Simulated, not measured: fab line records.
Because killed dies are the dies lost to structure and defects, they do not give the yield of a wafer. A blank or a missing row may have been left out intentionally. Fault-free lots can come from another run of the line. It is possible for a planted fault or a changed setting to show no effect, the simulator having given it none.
fab line records	flow sky130
record lots=24	wafers=72	lastDay=50
route steps=708 shown METAL2@484 VIA2@521 METAL3@564 VIA3@589
lots that met no fault: from a run of the same line without faults
startH: hours from the record's first day to the start of the lot's first wafer shown	waitH: hours since the lot's step before	" same as the row above	L1.1+2: one row covering several wafers at once	- either no value or no given start	* or withheld: withheld	< > ~ a bound
route shown NAME@n: NAME is a module with steps in the file, n the number in the route of the first one	usual: mean/standard deviation taken from wafers without a fault	same: alike in all rows	chamber/n: place in a boat	sites: the reading at each site	_std_site: standard deviation of those values	_edge_site: outer sites' mean less inner sites'	radiusMm: how far each site lies from the wafer's centre	mask NAME#n: copy n	behind: tool/chamber where the wafer was last shaped	hold: the reason the lot was held/the length of the hold in hours/how it ended	device: names the non-switching transistor (n, p or np)	end of line: the tests these same wafers got at the end of their route	step lacking rows: just its recipe	killed: not the wafer's yield, but the dies lost to structure and defects at the first sort	map: per-die view of a wafer (x killed, . not killed, _ where there is no die)
set.NAME: the run value of the setting; set.NAME@STEP: its run value at that earlier step	model.NAME: the simulator's own value behind a step, which no gauge read
one table for each step of the route and one row for each wafer, over a sample of lots
services: from which hour (startH, from the record's first day; less than 0 if before it) a tool's chamber was out of use, for how many hours, and why
## steps
# step SKY_METAL2_SPUTTER_01
# recipe material=TiN	targetThkNm=20	powerW=6500	timeS=16.7	chamberPressurePa=0.4
# usual throttleValvePct=29.9/1.4
lot.wafer	tool	chamber	startH	waitH	throttleValvePct
L074.2	pvdSputter-04	-	789.25	0.0	28.3
L074.3	"	-	"	"	31.8
L074.4	"	-	"	"	30.8
L075.1	pvdSputter-02	-	809.18	0.0	30.0
L075.5	"	-	"	"	29.3
L075.6	"	-	"	"	31.3
L076.2	pvdSputter-04	-	819.74	0.0	31.0
L076.3	"	-	"	"	28.3
L076.5	"	-	"	"	31.8
L077.1	pvdSputter-03	-	824.57	0.0	30.3
L077.4	"	-	"	"	29.6
L077.5	"	-	"	"	30.3
L078.1	pvdSputter-02	-	828.92	0.0	31.1
L078.4	"	-	"	"	28.2
L078.6	"	-	"	"	28.0
L079.1	pvdSputter-03	-	836.99	0.0	30.3
L079.3	"	-	"	"	29.5
L079.5	"	-	"	"	30.4
L080.3	pvdSputter-03	-	842.42	0.0	32.3
L080.5	"	-	"	"	32.4
L080.6	"	-	"	"	29.5
L081.1	pvdSputter-04	-	854.27	0.0	30.5
L081.3	"	-	"	"	28.0
L081.4	"	-	"	"	28.1
L082.2	pvdSputter-04	-	865.19	0.0	28.3
L082.5	"	-	"	"	28.1
L082.6	"	-	"	"	31.8
L083.3	pvdSputter-03	-	871.57	0.0	29.3
L083.4	"	-	"	"	30.4
L083.6	"	-	"	"	30.5
L085.3	pvdSputter-04	-	878.16	0.0	32.0
L085.5	"	-	"	"	27.9
L085.6	"	-	"	"	31.7
L084.3	pvdSputter-04	-	880.94	0.0	31.9
L084.5	"	-	"	"	30.8
L084.6	"	-	"	"	28.1
L086.1	pvdSputter-03	-	889.96	0.0	30.1
L086.2	"	-	"	"	32.3
L086.5	"	-	"	"	30.2
L087.1	pvdSputter-04	-	895.40	0.0	30.8
L087.2	"	-	"	"	28.2
L087.4	"	-	"	"	28.1
L088.2	pvdSputter-04	-	906.49	0.0	31.1
L088.3	"	-	"	"	28.1
L088.6	"	-	"	"	28.2
L089.4	pvdSputter-02	-	920.09	0.0	29.7
L089.5	"	-	"	"	29.5
L089.6	"	-	"	"	27.9
L091.3	pvdSputter-04	-	922.51	0.0	28.2
L091.4	"	-	"	"	30.9
L091.6	"	-	"	"	28.3
L090.1	pvdSputter-04	-	928.04	0.0	28.3
L090.2	"	-	"	"	31.0
L090.5	"	-	"	"	31.6
L092.2	pvdSputter-02	-	929.77	0.0	29.9
L092.3	"	-	"	"	28.0
L092.4	"	-	"	"	31.0
L093.1	pvdSputter-03	-	941.36	0.0	30.2
L093.2	"	-	"	"	29.3
L093.6	"	-	"	"	30.4
L095.2	pvdSputter-04	-	942.66	0.0	31.5
L095.4	"	-	"	"	28.0
L095.5	"	-	"	"	28.2
L094.1	pvdSputter-03	-	943.11	0.0	32.3
L094.5	"	-	"	"	30.1
L094.6	"	-	"	"	30.4
L096.3	pvdSputter-02	-	946.70	0.0	30.0
L096.4	"	-	"	"	30.9
L096.6	"	-	"	"	29.6
L097.2	pvdSputter-02	-	963.66	0.0	30.9
L097.4	"	-	"	"	30.0
L097.5	"	-	"	"	27.8
# step SKY_METAL2_SPUTTER_02
# recipe material=AlCu	targetThkNm=250	powerW=10600	timeS=13.3	chamberPressurePa=0.4
# usual throttleValvePct=29.9/1.4
lot.wafer	tool	chamber	startH	waitH	throttleValvePct
L074.2	pvdSputter-04	-	789.28	0.0	28.1
L074.3	"	-	"	"	31.9
L074.4	"	-	"	"	31.1
L075.1	pvdSputter-02	-	809.20	0.0	29.5
L075.5	"	-	"	"	29.6
L075.6	"	-	"	"	31.2
L076.2	pvdSputter-04	-	819.77	0.0	30.9
L076.3	"	-	"	"	27.9
L076.5	"	-	"	"	32.0
L077.1	pvdSputter-03	-	824.60	0.0	30.3
L077.4	"	-	"	"	29.3
L077.5	"	-	"	"	30.2
L078.1	pvdSputter-02	-	828.94	0.0	30.9
L078.4	"	-	"	"	28.0
L078.6	"	-	"	"	28.2
L079.1	pvdSputter-03	-	837.02	0.0	30.3
L079.3	"	-	"	"	29.3
L079.5	"	-	"	"	30.2
L080.3	pvdSputter-03	-	842.45	0.0	32.3
L080.5	"	-	"	"	32.3
L080.6	"	-	"	"	29.4
L081.1	pvdSputter-04	-	854.30	0.0	31.0
L081.3	"	-	"	"	28.3
L081.4	"	-	"	"	28.1
L082.2	pvdSputter-04	-	865.21	0.0	28.0
L082.5	"	-	"	"	27.9
L082.6	"	-	"	"	31.6
L083.3	pvdSputter-03	-	871.60	0.0	29.3
L083.4	"	-	"	"	30.1
L083.6	"	-	"	"	30.6
L085.3	pvdSputter-04	-	878.18	0.0	31.6
L085.5	"	-	"	"	27.8
L085.6	"	-	"	"	31.7
L084.3	pvdSputter-04	-	880.97	0.0	31.8
L084.5	"	-	"	"	30.9
L084.6	"	-	"	"	28.3
L086.1	pvdSputter-03	-	889.99	0.0	30.4
L086.2	"	-	"	"	32.2
L086.5	"	-	"	"	30.3
L087.1	pvdSputter-04	-	895.43	0.0	30.8
L087.2	"	-	"	"	28.1
L087.4	"	-	"	"	28.1
L088.2	pvdSputter-04	-	906.52	0.0	30.7
L088.3	"	-	"	"	27.8
L088.6	"	-	"	"	28.3
L089.4	pvdSputter-02	-	920.12	0.0	29.8
L089.5	"	-	"	"	29.3
L089.6	"	-	"	"	28.2
L091.3	pvdSputter-04	-	922.54	0.0	27.8
L091.4	"	-	"	"	31.1
L091.6	"	-	"	"	28.3
L090.1	pvdSputter-04	-	928.06	0.0	28.1
L090.2	"	-	"	"	30.9
L090.5	"	-	"	"	31.7
L092.2	pvdSputter-02	-	929.79	0.0	29.8
L092.3	"	-	"	"	28.0
L092.4	"	-	"	"	31.0
L093.1	pvdSputter-03	-	941.39	0.0	30.4
L093.2	"	-	"	"	29.5
L093.6	"	-	"	"	30.4
L095.2	pvdSputter-04	-	942.69	0.0	31.9
L095.4	"	-	"	"	28.2
L095.5	"	-	"	"	27.8
L094.1	pvdSputter-03	-	943.13	0.0	32.3
L094.5	"	-	"	"	30.1
L094.6	"	-	"	"	30.2
L096.3	pvdSputter-02	-	946.73	0.0	29.6
L096.4	"	-	"	"	31.3
L096.6	"	-	"	"	29.5
L097.2	pvdSputter-02	-	963.68	0.0	30.9
L097.4	"	-	"	"	30.1
L097.5	"	-	"	"	28.2
# step SKY_VIA2_ETCH_14
# recipe chemistry=N2/H2	target=BARC	ionEnergyEv=200	sourceW=500	biasW=100	pressureMtorr=30	n2FlowSccm=100	h2FlowSccm=200	stopOn=SiO2	timeS=45.9	targetDepthA=600
# usual drypumpMotorCurrentA=5.8/0.43	oesProductAu=0.855/0.0042	throttleValvePct=13.224/0.0079
lot.wafer	tool	chamber	startH	waitH	drypumpMotorCurrentA	oesProductAu	rfHoursCounterH	throttleValvePct
L074.2	rieDiel-01	3	843.57	0.0	6.0	0.857	14	13.220
L074.3	"	1	"	"	5.6	0.851	4	13.213
L074.4	"	0	"	"	6.1	0.862	9	13.224
L075.1	rieDiel-03	1	862.54	0.0	5.9	0.856	16	13.224
L075.5	"	1	"	"	5.9	0.861	-	13.242
L075.6	"	2	"	"	5.7	0.853	-	13.235
L076.2	rieDiel-03	3	874.57	0.0	5.9	0.861	10	13.224
L076.3	"	2	"	"	5.7	0.854	13	13.226
L076.5	"	1	"	"	5.9	0.856	-	13.215
L077.1	rieDiel-03	1	877.74	0.0	6.0	0.851	17	13.223
L077.4	"	2	"	"	5.7	0.856	-	13.228
L077.5	"	1	"	"	5.9	0.854	-	13.222
L078.1	rieDiel-03	3	882.19	0.0	5.9	0.861	10	13.228
L078.4	"	1	"	"	5.9	0.850	-	13.229
L078.6	"	3	"	"	5.9	0.857	-	13.212
L079.1	rieDiel-03	2	890.12	0.0	5.7	0.861	13	13.229
L079.3	"	3	"	"	5.9	0.852	10	13.239
L079.5	"	1	"	"	5.9	0.854	-	13.224
L080.3	rieDiel-01	3	894.82	0.0	5.9	0.858	16	13.227
L080.5	"	3	"	"	5.9	0.853	-	13.227
L080.6	"	2	"	"	6.0	0.853	-	13.223
L081.1	rieDiel-02	2	907.77	0.0	5.1	0.859	15	13.216
L081.3	"	3	"	"	5.0	0.856	12	13.222
L081.4	"	1	"	"	6.0	0.852	13	13.234
L082.2	rieDiel-02	0	918.17	0.0	6.7	0.860	17	13.223
L082.5	"	3	"	"	5.0	0.856	-	13.225
L082.6	"	0	"	"	6.7	0.850	-	13.220
L083.3	rieDiel-02	2	924.32	0.0	5.2	0.857	16	13.228
L083.4	"	3	"	"	5.0	0.855	13	13.233
L083.6	"	2	"	"	5.2	0.856	-	13.226
L085.3	rieDiel-01	2	930.72	0.0	6.0	0.852	11	13.224
L085.5	"	2	"	"	6.0	0.850	-	13.220
L085.6	"	1	"	"	5.6	0.855	-	13.237
L084.3	rieDiel-03	2	932.32	0.0	5.7	0.856	15	13.214
L084.5	"	1	"	"	6.0	0.862	-	13.225
L084.6	"	0	"	"	6.1	0.865	-	13.209
L086.1	rieDiel-03	0	941.66	0.0	6.1	0.855	1	13.233
L086.2	"	2	"	"	5.7	0.854	15	13.234
L086.5	"	3	"	"	5.9	0.848	-	13.219
L087.1	rieDiel-03	2	946.67	0.0	5.7	0.854	15	13.215
L087.2	"	1	"	"	5.9	0.862	19	13.227
L087.4	"	0	"	"	6.1	0.857	1	13.242
L088.2	rieDiel-02	1	956.94	0.0	6.0	0.858	15	13.229
L088.3	"	3	"	"	5.0	0.855	14	13.229
L088.6	"	3	"	"	5.0	0.853	-	13.235
L089.4	rieDiel-01	1	970.09	0.0	5.6	0.861	7	13.233
L089.5	"	0	"	"	6.2	0.858	-	13.219
L089.6	"	1	"	"	5.6	0.854	-	13.231
L091.3	rieDiel-02	2	972.47	0.0	5.1	0.854	17	13.221
L091.4	"	0	"	"	6.7	0.861	19	13.223
L091.6	"	3	"	"	5.0	0.857	-	13.223
L090.1	rieDiel-02	2	978.54	0.0	5.1	0.852	17	13.227
L090.2	"	0	"	"	6.7	0.849	19	13.233
L090.5	"	2	"	"	5.1	0.849	-	13.225
L092.2	rieDiel-01	0	979.12	0.0	6.2	0.857	13	13.235
L092.3	"	2	"	"	5.9	0.853	12	13.219
L092.4	"	2	"	"	5.9	0.849	-	13.216
L093.1	rieDiel-02	1	990.47	0.0	6.0	0.852	16	13.212
L093.2	"	2	"	"	5.1	0.856	18	13.228
L093.6	"	1	"	"	6.0	0.861	-	13.228
L095.2	rieDiel-01	1	991.44	0.0	5.6	0.857	8	13.215
L095.4	"	2	"	"	5.9	0.849	-	13.215
L095.5	"	0	"	"	6.2	0.853	-	13.220
L094.1	rieDiel-02	3	992.74	0.0	5.1	0.861	15	13.226
L094.5	"	3	"	"	5.0	0.852	-	13.211
L094.6	"	2	"	"	5.1	0.854	-	13.223
L096.3	rieDiel-01	0	995.70	0.0	6.1	0.853	-	13.220
L096.4	"	2	"	"	6.0	0.854	-	13.230
L096.6	"	0	"	"	6.1	0.860	-	13.229
L097.2	rieDiel-01	2	1012.17	0.0	6.0	0.856	14	13.224
L097.4	"	2	"	"	6.0	0.852	-	13.220
L097.5	"	0	"	"	6.1	0.855	-	13.219
# step SKY_METAL3_OVL_MEAS_14
# usual METAL3_OVL=2/4.8
lot.wafer	tool	chamber	startH	waitH	METAL3_OVL[nm]
L074.2	overlay-02	-	897.41	0.1	7
L074.3	"	-	"	"	6
L074.4	"	-	"	"	4
L075.1	overlay-02	-	915.58	0.1	5
L075.5	"	-	"	"	8
L075.6	"	-	"	"	11
L076.2	overlay-02	-	926.04	0.1	11
L076.3	"	-	"	"	0
L076.5	"	-	"	"	-1
L077.1	overlay-02	-	930.14	0.1	-6
L077.4	"	-	"	"	-2
L077.5	"	-	"	"	-2
L078.1	overlay-01	-	934.20	0.1	0
L078.4	"	-	"	"	0
L078.6	"	-	"	"	-2
L079.1	overlay-01	-	942.65	0.1	5
L079.3	"	-	"	"	7
L079.5	"	-	"	"	9
L080.3	overlay-02	-	946.99	0.1	1
L080.5	"	-	"	"	1
L080.6	"	-	"	"	1
L081.1	overlay-02	-	957.83	0.1	12
L081.3	"	-	"	"	7
L081.4	"	-	"	"	-1
L082.2	overlay-01	-	969.59	0.1	7
L082.5	"	-	"	"	8
L082.6	"	-	"	"	1
L083.3	overlay-01	-	975.39	0.1	-3
L083.4	"	-	"	"	-5
L083.6	"	-	"	"	0
L085.3	overlay-02	-	981.26	0.1	-8
L085.5	"	-	"	"	-2
L085.6	"	-	"	"	-8
L084.3	overlay-01	-	982.41	0.1	5
L084.5	"	-	"	"	-1
L084.6	"	-	"	"	1
L086.1	overlay-01	-	991.05	0.1	0
L086.2	"	-	"	"	1
L086.5	"	-	"	"	5
L087.1	overlay-02	-	996.34	0.1	-2
L087.2	"	-	"	"	0
L087.4	"	-	"	"	2
L088.2	overlay-01	-	1006.76	0.1	-3
L088.3	"	-	"	"	1
L088.6	"	-	"	"	-5
L089.4	overlay-01	-	1019.06	0.1	6
L089.5	"	-	"	"	4
L089.6	"	-	"	"	6
L091.3	overlay-02	-	1021.60	0.1	-1
L091.4	"	-	"	"	-8
L091.6	"	-	"	"	-3
L090.1	overlay-01	-	1027.79	0.1	8
L090.2	"	-	"	"	4
L090.5	"	-	"	"	2
L092.2	overlay-02	-	1028.36	0.1	2
L092.3	"	-	"	"	4
L092.4	"	-	"	"	0
L093.1	overlay-01	-	1038.89	0.1	4
L093.2	"	-	"	"	3
L093.6	"	-	"	"	5
L095.2	overlay-02	-	1040.11	0.1	1
L095.4	"	-	"	"	2
L095.5	"	-	"	"	-7
L094.1	overlay-01	-	1040.75	0.1	-4
L094.5	"	-	"	"	-6
L094.6	"	-	"	"	2
L096.3	overlay-02	-	1043.41	0.1	1
L096.4	"	-	"	"	3
L096.6	"	-	"	"	4
L097.2	overlay-02	-	1060.36	0.1	5
L097.4	"	-	"	"	6
L097.5	"	-	"	"	9
# step SKY_METAL3_DESCUM_15
# recipe chemistry=O2	sourcePowerW=150	biasPowerW=0	pressureMtorr=10	tempC=40	timeS=8
# usual drypumpMotorCurrentA=5.8/0.44	heBacksideLeakSccm=3.4/0.34	oesProductAu=1.000/0.01
lot.wafer	tool	chamber	startH	waitH	drypumpMotorCurrentA	heBacksideLeakSccm	oesProductAu	rfHoursCounterH
L074.2	rieMetal-02	0	897.44	0.0	6.5	3.2	1.001	10
L074.3	"	1	"	"	5.7	3.2	1.007	-
L074.4	"	0	"	"	6.5	5.5	0.999	-
L075.1	rieMetal-04	1	915.62	0.0	5.3	3.7	0.990	10
L075.5	"	1	"	"	5.3	3.6	0.992	-
L075.6	"	0	"	"	5.8	3.4	0.988	-
L076.2	rieMetal-04	1	926.07	0.0	5.4	3.6	1.000	11
L076.3	"	0	"	"	5.8	3.0	1.007	-
L076.5	"	1	"	"	5.4	3.5	0.998	-
L077.1	rieMetal-01	0	930.17	0.0	6.2	3.9	0.994	10
L077.4	"	0	"	"	6.2	3.8	0.988	-
L077.5	"	1	"	"	5.4	3.4	0.998	-
L078.1	rieMetal-01	1	934.24	0.0	5.4	3.3	1.003	12
L078.4	"	1	"	"	5.4	3.2	0.996	-
L078.6	"	1	"	"	5.4	3.3	0.988	-
L079.1	rieMetal-02	1	942.69	0.0	5.6	3.2	1.026	14
L079.3	"	0	"	"	6.5	3.5	0.997	-
L079.5	"	1	"	"	5.6	3.2	1.014	-
L080.3	rieMetal-02	0	947.03	0.0	6.5	3.3	1.003	-
L080.5	"	0	"	"	6.5	3.4	0.990	-
L080.6	"	1	"	"	5.6	3.2	1.019	-
L081.1	rieMetal-04	0	957.87	0.0	5.8	3.1	1.005	7
L081.3	"	0	"	"	5.8	3.1	0.992	-
L081.4	"	1	"	"	5.4	3.6	0.995	-
L082.2	rieMetal-01	0	969.62	0.0	6.3	3.8	1.002	12
L082.5	"	1	"	"	5.4	3.4	1.011	-
L082.6	"	0	"	"	6.3	3.7	1.000	-
L083.3	rieMetal-04	1	975.43	0.0	5.3	3.6	0.997	-
L083.4	"	0	"	"	5.8	3.2	0.982	-
L083.6	"	0	"	"	5.8	3.1	0.995	-
L085.3	rieMetal-04	1	981.30	0.0	5.4	3.6	0.999	-
L085.5	"	0	"	"	5.8	3.1	0.987	-
L085.6	"	1	"	"	5.4	3.7	1.003	-
L084.3	rieMetal-04	1	982.45	0.0	5.3	3.5	1.000	-
L084.5	"	0	"	"	5.8	5.8	0.990	-
L084.6	"	1	"	"	5.4	3.6	1.001	-
L086.1	rieMetal-02	1	991.09	0.0	5.7	3.1	1.027	17
L086.2	"	0	"	"	6.5	3.5	1.004	15
L086.5	"	1	"	"	5.6	3.2	1.025	-
L087.1	rieMetal-01	1	996.37	0.0	5.4	3.3	1.009	16
L087.2	"	0	"	"	6.2	3.8	0.998	14
L087.4	"	1	"	"	5.4	3.3	1.024	-
L088.2	rieMetal-02	1	1006.79	0.0	5.6	3.1	1.019	18
L088.3	"	1	"	"	5.6	3.2	1.012	-
L088.6	"	0	"	"	6.4	3.3	1.006	-
L089.4	rieMetal-04	1	1019.09	0.0	5.4	3.6	1.005	-
L089.5	"	0	"	"	5.8	3.5	0.997	-
L089.6	"	1	"	"	5.4	3.6	0.994	-
L091.3	rieMetal-04	0	1021.64	0.0	5.8	3.2	1.000	-
L091.4	"	1	"	"	5.4	3.5	1.000	-
L091.6	"	1	"	"	5.3	3.6	1.006	-
L090.1	rieMetal-04	1	1027.82	0.0	5.3	3.5	0.993	16
L090.2	"	0	"	"	5.8	3.1	0.989	11
L090.5	"	1	"	"	5.3	3.5	0.994	-
L092.2	rieMetal-02	0	1028.39	0.0	6.5	3.5	1.006	17
L092.3	"	0	"	"	6.5	3.6	1.005	-
L092.4	"	1	"	"	5.7	3.2	1.007	-
L093.1	rieMetal-01	0	1038.92	0.0	6.2	3.6	0.993	16
L093.2	"	1	"	"	5.3	3.4	1.011	18
L093.6	"	1	"	"	5.4	3.4	1.026	-
L095.2	rieMetal-01	1	1040.14	0.0	5.4	3.3	1.012	18
L095.4	"	0	"	"	6.3	3.6	0.985	-
L095.5	"	1	"	"	5.3	4.6	1.012	-
L094.1	rieMetal-02	0	1040.79	0.0	6.5	3.5	0.998	18
L094.5	"	0	"	"	6.5	3.5	1.004	-
L094.6	"	0	"	"	6.5	3.5	0.992	-
L096.3	rieMetal-02	0	1043.46	0.0	6.5	3.4	0.995	-
L096.4	"	0	"	"	6.5	3.2	1.000	-
L096.6	"	0	"	"	6.5	3.4	1.002	-
L097.2	rieMetal-04	1	1060.39	0.0	5.3	3.5	1.010	18
L097.4	"	0	"	"	5.8	3.3	0.990	-
L097.5	"	0	"	"	5.8	3.3	0.988	-
# step SKY_VIA3_STRIP_16
# recipe chemistry=O2/N2	powerW=1400	pressureMtorr=1500	platenTempC=withheld	o2FlowSccm=3000	n2FlowSccm=300	overashFraction=0.5
# usual drypumpMotorCurrentA=5.57/0.24	oesProductAu=0.402/0.0044	stripTimeToEndpointS=4.12/0.036
lot.wafer	tool	chamber	startH	waitH	drypumpMotorCurrentA	oesProductAu	rfHoursCounterH	stripTimeToEndpointS
L074.2	plasmaAsher-01	1	923.94	0.0	5.45	0.396	82	4.09
L074.3	"	1	"	"	5.46	0.395	-	4.05
L074.4	"	0	"	"	5.57	0.400	-	4.11
L075.1	plasmaAsher-02	1	942.09	0.0	5.24	0.399	18	4.12
L075.5	"	1	"	"	5.23	0.404	-	4.18
L075.6	"	0	"	"	5.77	0.402	-	4.14
L076.2	plasmaAsher-02	0	952.02	0.0	5.78	0.403	19	4.20
L076.3	"	1	"	"	5.23	0.401	-	4.21
L076.5	"	1	"	"	5.26	0.408	-	4.21
L077.1	plasmaAsher-02	0	956.09	0.0	5.76	0.399	19	4.11
L077.4	"	1	"	"	5.23	0.404	-	4.18
L077.5	"	0	"	"	5.76	0.402	-	4.14
L078.1	plasmaAsher-04	1	960.52	0.0	5.96	0.409	53	4.10
L078.4	"	1	"	"	5.94	0.401	-	4.12
L078.6	"	1	"	"	5.96	0.401	-	4.12
L079.1	plasmaAsher-01	1	968.34	0.0	5.45	0.407	86	4.12
L079.3	"	0	"	"	5.57	0.404	-	4.10
L079.5	"	1	"	"	5.45	0.400	-	4.10
L080.3	plasmaAsher-02	1	972.25	0.1	5.23	0.403	-	4.08
L080.5	"	0	"	"	5.77	0.407	-	4.11
L080.6	"	1	"	"	5.22	0.394	-	4.10
L081.1	plasmaAsher-02	0	983.77	0.0	5.79	0.415	22	4.14
L081.3	"	1	"	"	5.22	0.403	-	4.16
L081.4	"	0	"	"	5.80	0.409	-	4.14
L082.2	plasmaAsher-04	0	995.24	0.0	5.66	0.407	56	4.18
L082.5	"	0	"	"	5.64	0.395	-	4.17
L082.6	"	1	"	"	5.92	0.412	-	4.17
L083.3	plasmaAsher-01	0	1000.75	0.1	5.57	0.401	-	4.11
L083.4	"	1	"	"	5.45	0.401	-	4.10
L083.6	"	1	"	"	5.44	0.401	-	4.11
L085.3	plasmaAsher-02	1	1006.75	0.1	5.22	0.404	-	4.16
L085.5	"	0	"	"	5.79	0.399	-	4.10
L085.6	"	1	"	"	5.23	0.394	-	4.15
L084.3	plasmaAsher-01	0	1007.72	0.1	5.58	0.407	-	4.14
L084.5	"	1	"	"	5.47	0.400	-	4.16
L084.6	"	0	"	"	5.57	0.407	-	4.12
L086.1	plasmaAsher-02	1	1017.27	0.1	5.25	0.396	26	4.11
L086.2	"	0	"	"	5.77	0.400	26	4.14
L086.5	"	0	"	"	5.78	0.406	-	4.16
L087.1	plasmaAsher-02	1	1021.34	0.0	5.25	0.404	26	4.07
L087.2	"	0	"	"	5.77	0.404	26	4.11
L087.4	"	1	"	"	5.24	0.407	-	4.08
L088.2	plasmaAsher-01	1	1031.57	0.0	5.47	0.396	92	4.14
L088.3	"	0	"	"	5.57	0.404	-	4.15
L088.6	"	1	"	"	5.46	0.395	-	4.12
L089.4	plasmaAsher-02	0	1042.92	0.0	5.78	0.402	-	4.07
L089.5	"	1	"	"	5.25	0.405	-	4.10
L089.6	"	0	"	"	5.78	0.403	-	4.15
L091.3	plasmaAsher-02	1	1046.47	0.1	5.23	0.402	-	4.08
L091.4	"	0	"	"	5.74	0.401	-	4.08
L091.6	"	0	"	"	5.77	0.405	-	4.11
L090.1	plasmaAsher-02	1	1051.49	0.0	5.26	0.397	29	4.05
L090.2	"	0	"	"	5.73	0.398	29	4.07
L090.5	"	1	"	"	5.25	0.402	-	4.10
L092.2	plasmaAsher-01	1	1052.32	0.0	5.45	0.398	94	4.09
L092.3	"	1	"	"	5.45	0.404	-	4.12
L092.4	"	0	"	"	5.56	0.394	-	4.12
L093.1	plasmaAsher-04	0	1062.37	0.0	5.65	0.403	63	4.17
L093.2	"	1	"	"	5.96	0.402	63	4.16
L093.6	"	1	"	"	5.95	0.404	-	4.16
L095.2	plasmaAsher-02	0	1063.59	0.0	5.78	0.394	30	4.06
L095.4	"	1	"	"	5.25	0.403	-	4.07
L095.5	"	1	"	"	5.24	0.406	-	4.11
L094.1	plasmaAsher-04	0	1064.64	0.0	5.66	0.400	63	4.18
L094.5	"	0	"	"	5.67	0.392	-	4.18
L094.6	"	1	"	"	5.95	0.408	-	4.19
L096.3	plasmaAsher-02	1	1066.52	0.1	5.23	0.402	-	4.17
L096.4	"	0	"	"	5.74	0.398	-	4.14
L096.6	"	0	"	"	5.77	0.408	-	4.14
L097.2	plasmaAsher-04	1	1083.34	0.0	5.92	0.402	65	4.10
L097.4	"	1	"	"	5.94	0.401	-	4.08
L097.5	"	0	"	"	5.64	0.395	-	4.13
## services
tool	chamber	startH	hours	kind
rieDiel-03	0	780.06	2.7	repair
rieDiel-03	-	784.57	0.8	repair
rieDiel-03	-	827.90	0.7	repair
rieDiel-02	3	828.22	7.1	repair
rieMetal-02	1	838.82	17.5	repair
pvdSputter-03	-	878.37	5.4	repair
plasmaAsher-01	-	906.84	2.8	pm
rieDiel-01	-	917.10	4.3	pm
plasmaAsher-01	-	925.67	0.8	repair
pvdSputter-03	-	949.14	14.9	repair
rieDiel-03	3	958.26	2.3	repair
rieDiel-01	3	970.43	101.3	repair
rieDiel-03	-	970.71	0.4	repair
rieDiel-01	-	983.36	0.3	repair
plasmaAsher-01	-	983.72	1.2	repair
rieDiel-01	1	992.21	14.2	repair
rieDiel-01	2	996.24	2.9	repair
rieDiel-02	3	996.52	7.4	repair
rieDiel-02	0	1005.39	8.9	repair
rieDiel-01	0	1038.21	2.9	repair
rieDiel-03	1	1039.24	4.1	repair
pvdSputter-02	-	1057.94	1.1	repair
pvdSputter-04	-	1058.18	0.7	repair
pvdSputter-04	-	1066.90	1.3	repair
## key
fault none
